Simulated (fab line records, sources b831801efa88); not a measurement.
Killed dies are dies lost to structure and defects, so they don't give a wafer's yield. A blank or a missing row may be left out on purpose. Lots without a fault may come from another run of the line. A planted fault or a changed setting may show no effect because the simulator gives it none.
Chamber matching | flow sky130 | SKY_VIA3_HDPCVD_00 on hdpcvd-02: 3 sister chambers
The step deposits SiO2, target thk 1635 nm, time 272.5 s. 3 wafers are shown with their chamber, then 7 later ones without.

WAFERS WITH THEIR CHAMBER
wafer  | chamber | run_length_s (s)
L185.4 | 1       | 300.7
L192.2 | 2       | 300.2
L192.3 | 0       | 300.0

WAFERS WITHOUT THEIR CHAMBER
wafer  | run_length_s (s)
L192.5 | 300.0
L193.1 | 300.5
L193.3 | 300.2
L193.6 | 299.8
L195.1 | 300.7
L195.3 | 300.0
L195.4 | 299.7

WHICH CHAMBER EACH WENT THROUGH
wafer  | from the rows above          | in truth
L192.5 | can't be placed: 0 or 2      | 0
L193.1 | can't be placed: 1 or 2 or 0 | 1
L193.3 | can't be placed: 2 or 0      | 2
L193.6 | can't be placed: 0 or 2      | 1
L195.1 | 1                            | 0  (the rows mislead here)
L195.3 | can't be placed: 0 or 2      | 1
L195.4 | can't be placed: 0 or 2      | 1
Placed correctly: 0 of 7. Can't be placed from these rows: 6 (the true chamber is among the candidates in 3). Placed wrongly: 1.
How it was worked out, from the rows above alone: a wafer's distance from a chamber is the root of the sum, over the readings, of the square of ((its reading less the chamber's mean) divided by the reading's scatter). The wafer belongs to the nearest chamber; if the next one is less than 2 further off, it can't be placed. A chamber's mean is the mean of its shown wafers. The scatter: with one shown wafer a chamber, the root of the mean of the squares of how far each hidden wafer lies from its nearest shown one.
